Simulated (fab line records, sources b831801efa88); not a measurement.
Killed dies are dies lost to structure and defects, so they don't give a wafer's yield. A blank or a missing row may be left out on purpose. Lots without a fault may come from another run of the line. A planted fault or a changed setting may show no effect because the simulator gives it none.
fab line records | flow sky130
record lots=12 wafers=36 last_day=50
route steps=708 shown VT_ADJUST_LVTN@118 VT_ADJUST_HVTR@139 VT_ADJUST_PCH@152 SONOS_ONO@172
lots that met no fault: from a run of the same line without faults
start_h: hours from the record's first day to the start of the lot's first wafer shown | wait_h: hours since the lot's step before | " the same as in the row above | L1.1+2: a row that stands for several wafers | - no value, or no start given | * or withheld: withheld | < > ~ a bound
route shown NAME@n: a module of which the file shows steps, and the number in the route of the first | usual: mean/standard deviation of fault-free wafers | same: alike in all rows | chamber/n: place in a boat | sites: the reading at each site | _std_site: their standard deviation | _edge_site: outer sites' mean less inner sites' | radius_mm: how far each site lies from the wafer's centre | mask NAME#n: copy n | behind: the tool/chamber that last shaped the wafer | hold: why the lot was held/for how many hours/how that ended | device: the transistor (n, p or np) that didn't switch | end of line: the same wafers' tests at the end of the route | a step without rows: its recipe alone | killed: dies lost to structure and defects at the first sort, not the wafer's yield | map: a wafer's dies, x killed, . not, _ none there
set.NAME: the setting as run; set.NAME@STEP: as run at that earlier step | model.NAME: the simulator's own value behind a step, which no gauge read
steps of the route over a sample of lots; a table a step, a row a wafer
services: from which hour (start_h, from the record's first day; less than 0 if before it) a tool's chamber was out of use, for how many hours, and why
## steps
# step SKY_VT_ADJUST_LVTN_TW_MEAS_21
# usual VT_ADJUST_LVTN_2_TW=184.8/1.8
# columns lot.wafer tool chamber start_h wait_h VT_ADJUST_LVTN_2_TW
L201.1 film_metro-02 - 167.31 0.1 185.6
L201.4 " - " " 186.0
L201.6 " - " " 186.0
L202.3 film_metro-02 - 168.23 0.1 186.4
L202.5 " - " " 187.4
L202.6 " - " " 187.4
L203.4 film_metro-03 - 174.99 0.1 184.7
L203.5 " - " " 185.1
L203.6 " - " " 184.3
L206.2 film_metro-02 - 192.67 0.1 187.1
L206.3 " - " " 186.3
L206.4 " - " " 186.0
L208.1 film_metro-02 - 212.41 0.1 187.2
L208.4 " - " " 186.7
L208.5 " - " " 185.8
L210.1 film_metro-02 - 230.21 0.1 182.7
L210.3 " - " " 183.1
L210.6 " - " " 183.1
L214.1 film_metro-02 - 251.96 0.1 183.2
L214.2 " - " " 182.6
L214.6 " - " " 183.0
L215.2 film_metro-02 - 264.82 0.1 183.0
L215.5 " - " " 183.6
L215.6 " - " " 183.3
L221.1 film_metro-01 - 305.26 0.1 187.1
L221.3 " - " " 188.3
L221.6 " - " " 187.5
L222.1 film_metro-02 - 311.85 0.1 182.8
L222.3 " - " " 181.7
L222.5 " - " " 183.2
L223.2 film_metro-02 - 315.67 0.1 182.9
L223.4 " - " " 182.4
L223.6 " - " " 183.5
L224.2 film_metro-01 - 318.82 0.1 189.2
L224.3 " - " " 188.5
L224.6 " - " " 187.6
# step SKY_VT_ADJUST_HVTR_OVL_MEAS_08
# usual VT_ADJUST_HVTR_OVL=0.7/1.4
# columns lot.wafer tool chamber start_h wait_h VT_ADJUST_HVTR_OVL[nm]
L201.1 overlay-02 - 210.50 0.1 0.6
L201.4 " - " " 0.0
L201.6 " - " " 0.4
L202.3 overlay-02 - 211.99 0.1 -0.8
L202.5 " - " " -0.6
L202.6 " - " " -0.2
L203.4 overlay-02 - 218.82 0.1 0.7
L203.5 " - " " -0.2
L203.6 " - " " -0.4
L206.2 overlay-02 - 237.55 0.1 2.9
L206.3 " - " " 3.1
L206.4 " - " " 4.0
L208.1 overlay-01 - 259.15 0.1 1.9
L208.4 " - " " 2.9
L208.5 " - " " 1.0
L210.1 overlay-01 - 278.69 0.1 1.5
L210.3 " - " " 3.0
L210.6 " - " " 0.5
L214.1 overlay-02 - 300.56 0.1 1.9
L214.2 " - " " -0.6
L214.6 " - " " 1.9
L215.2 overlay-01 - 314.65 0.1 -1.2
L215.5 " - " " 1.3
L215.6 " - " " -0.7
L221.1 overlay-02 - 359.59 0.1 -0.7
L221.3 " - " " -2.2
L221.6 " - " " -1.4
L222.1 overlay-02 - 366.69 0.1 0.8
L222.3 " - " " 3.3
L222.5 " - " " 0.0
L223.2 overlay-02 - 370.24 0.1 1.3
L223.4 " - " " 1.4
L223.6 " - " " -0.9
L224.2 overlay-02 - 373.59 0.1 -0.1
L224.3 " - " " 2.1
L224.6 " - " " -0.5
# step SKY_VT_ADJUST_PCH_STRIP_09
# recipe chemistry=O2/N2 power_w=1400 pressure_mtorr=1500 platen_temp_c=withheld o2_flow_sccm=3000 n2_flow_sccm=300 overash_fraction=0.5
# usual drypump_motor_current_A=5.6/0.61 oes_product_au=0.723/0.0049 strip_time_to_endpoint_s=37.00/0.091
# columns lot.wafer tool chamber start_h wait_h drypump_motor_current_A oes_product_au rf_hours_counter_h strip_time_to_endpoint_s
L201.1 plasma_asher-01 0 233.81 0.1 4.9 0.729 59 36.91
L201.4 " 0 " " 4.9 0.727 - 36.86
L201.6 " 0 " " 4.9 0.733 - 37.01
L202.3 plasma_asher-02 0 235.09 0.1 6.8 0.711 - 36.98
L202.5 " 1 " " 5.3 0.715 - 36.98
L202.6 " 0 " " 6.8 0.723 - 37.06
L203.4 plasma_asher-03 0 242.39 0.1 5.1 0.731 - 37.10
L203.5 " 1 " " 5.9 0.724 - 37.11
L203.6 " 0 " " 5.0 0.725 - 37.13
L206.2 plasma_asher-01 1 261.65 0.1 5.7 0.728 61 37.12
L206.3 " 0 " " 4.9 0.724 - 37.12
L206.4 " 1 " " 5.7 0.728 - 37.12
L208.1 plasma_asher-01 0 283.76 0.1 4.9 0.727 63 37.16
L208.4 " 0 " " 4.9 0.723 - 37.02
L208.5 " 1 " " 5.7 0.722 - 37.03
L210.1 plasma_asher-02 0 304.23 0.1 6.8 0.721 55 37.10
L210.3 " 1 " " 5.3 0.727 - 37.09
L210.6 " 1 " " 5.3 0.721 - 36.95
L214.1 plasma_asher-03 0 327.90 0.2 5.0 0.727 22 37.13
L214.2 " 1 " " 5.9 0.731 22 37.09
L214.6 " 0 " " 5.0 0.725 - 37.15
L215.2 plasma_asher-02 0 341.52 0.1 6.8 0.723 59 37.05
L215.5 " 0 " " 6.8 0.723 - 37.16
L215.6 " 1 " " 5.3 0.726 - 36.89
L221.1 plasma_asher-01 0 388.61 0.1 4.9 0.715 72 37.04
L221.3 " 0 " " 4.9 0.729 - 37.07
L221.6 " 0 " " 4.9 0.725 - 36.88
L222.1 plasma_asher-01 1 395.87 0.1 5.6 0.719 72 37.03
L222.3 " 0 " " 4.9 0.723 - 37.07
L222.5 " 0 " " 4.9 0.725 - 36.93
L223.2 plasma_asher-02 0 399.50 0.1 6.8 0.733 65 36.92
L223.4 " 0 " " 6.8 0.718 - 36.87
L223.6 " 1 " " 5.3 0.722 - 36.86
L224.2 plasma_asher-01 1 402.67 0.1 5.7 0.721 73 37.03
L224.3 " 1 " " 5.6 0.721 - 36.98
L224.6 " 0 " " 4.9 0.723 - 37.02
# step SKY_SONOS_ONO_CVD_04
# recipe material=SiO2 precursor=SiH4/N2O target_thk_nm=5.7199 temp_c=900 pressure_mtorr=400
# usual pressure_mtorr=400.0/0.7 susceptor_temp_C=900.0/0.4
# columns lot.wafer tool chamber start_h wait_h pressure_mtorr susceptor_temp_C
L201.1 lpcvd-03 1 260.82 0.1 399.5 900.2
L201.4 " 1 " " 400.9 899.5
L201.6 " 1 " " 400.3 899.8
L202.3 lpcvd-03 0 263.19 0.0 401.5 900.4
L202.5 " 0 " " 400.0 899.6
L202.6 " 0 " " 399.4 900.0
L203.4 lpcvd-03 0 269.89 0.0 400.5 899.9
L203.5 " 0 " " 400.0 900.3
L203.6 " 0 " " 400.0 900.8
L206.2 lpcvd-03 0 289.25 0.0 399.5 900.0
L206.3 " 0 " " 398.9 899.5
L206.4 " 0 " " 399.3 899.3
L208.1 lpcvd-03 0 312.04 0.1 399.4 899.5
L208.4 " 0 " " 398.6 900.2
L208.5 " 0 " " 398.8 900.1
L210.1 lpcvd-03 0 336.44 0.1 397.9 900.3
L210.3 " 0 " " 399.6 899.5
L210.6 " 0 " " 400.3 899.8
L214.1 lpcvd-03 0 359.59 0.1 480.3 900.1
L214.2 " 0 " " 479.8 900.1
L214.6 " 0 " " 479.9 899.9
L215.2 lpcvd-03 0 376.96 3.3 479.9 899.1
L215.5 " 0 " " 481.0 899.5
L215.6 " 0 " " 479.7 899.8
L221.1 lpcvd-03 0 428.32 0.1 399.0 900.5
L221.3 " 0 " " 399.1 900.5
L221.6 " 0 " " 398.7 900.3
L222.1 lpcvd-03 0 429.78 0.1 400.7 900.4
L222.3 " 0 " " 400.4 900.2
L222.5 " 0 " " 400.6 899.7
L223.2 lpcvd-03 1 433.17 0.0 400.4 899.6
L223.4 " 1 " " 398.2 899.3
L223.6 " 1 " " 399.9 899.8
L224.2 lpcvd-03 1 438.73 0.0 400.1 900.0
L224.3 " 1 " " 399.3 900.0
L224.6 " 1 " " 400.8 900.0
# step SKY_SONOS_ONO_THK_MEAS_05
# recipe reads=SiO2_of_SONOS_ONO_CVD_04
# usual SONOS_ONO_CVD_04_THK=5.76/0.1
# columns lot.wafer tool chamber start_h wait_h SONOS_ONO_CVD_04_THK[nm]
L201.1 film_metro-04 - 262.07 0.0 5.72
L201.4 " - " " 5.71
L201.6 " - " " 5.71
L202.3 film_metro-01 - 264.46 0.0 5.76
L202.5 " - " " 5.74
L202.6 " - " " 5.77
L203.4 film_metro-01 - 271.17 0.0 5.66
L203.5 " - " " 5.69
L203.6 " - " " 5.60
L206.2 film_metro-04 - 290.51 0.0 5.57
L206.3 " - " " 5.72
L206.4 " - " " 5.74
L208.1 film_metro-04 - 313.29 0.0 5.71
L208.4 " - " " 5.75
L208.5 " - " " 5.78
L210.1 film_metro-02 - 338.31 0.0 5.90
L210.3 " - " " 5.81
L210.6 " - " " 5.83
L214.1 film_metro-02 - 360.84 0.0 6.48
L214.2 " - " " 6.32
L214.6 " - " " 6.41
L215.2 film_metro-02 - 378.22 0.0 6.40
L215.5 " - " " 6.42
L215.6 " - " " 6.42
L221.1 film_metro-01 - 429.57 0.0 6.00
L221.3 " - " " 5.88
L221.6 " - " " 5.81
L222.1 film_metro-02 - 431.03 0.0 5.63
L222.3 " - " " 5.72
L222.5 " - " " 5.67
L223.2 film_metro-01 - 434.43 0.0 5.79
L223.4 " - " " 5.82
L223.6 " - " " 5.78
L224.2 film_metro-01 - 439.99 0.0 5.60
L224.3 " - " " 5.63
L224.6 " - " " 5.47
## services
# columns tool chamber start_h hours kind
plasma_asher-02 - 230.92 0.4 repair
plasma_asher-01 - 321.26 1.2 repair
plasma_asher-01 - 325.46 14.6 pm
plasma_asher-02 - 353.17 1.4 repair
lpcvd-03 - 370.96 6.0 pm
plasma_asher-02 - 421.25 9.0 pm
plasma_asher-02 0 421.25 9.0 vent_cycle
plasma_asher-02 1 421.25 9.0 vent_cycle
plasma_asher-02 0 430.25 - clean
plasma_asher-02 1 430.25 - clean
## key
first_sign step=SKY_SONOS_ONO_CVD_04 reading=pressure_mtorr direction=up sigmas=99+ usual=400.0 struck=480.1
effect step=SKY_SONOS_ONO_THK_MEAS_05 reading=SONOS_ONO_CVD_04_THK direction=up sigmas=6.5 usual=5.76 struck=6.41
met_at SKY_SONOS_ONO_CVD_04
struck_lots L214,L215
tester_left_out L214,L215
not_acting_at SKY_VT_ADJUST_LVTN_TW_MEAS_21,SKY_VT_ADJUST_HVTR_OVL_MEAS_08,SKY_VT_ADJUST_PCH_STRIP_09
onset_between 336.44 359.59
fault kind=process_parameter_drift tool=lpcvd-03 chamber=- onset_h=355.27 steps=SKY_SONOS_ONO_CVD_04 channel=pressure_mtorr offset=80 shape=step end_h=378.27 stated=400
# tester_left_out: of these lots the tester's yield and bins aren't shown, on N5 and GAA mostly nor the transistor test; their killed dies are dies lost to structure and defects alone, not to doping, threshold or leakage, so they don't give the yield
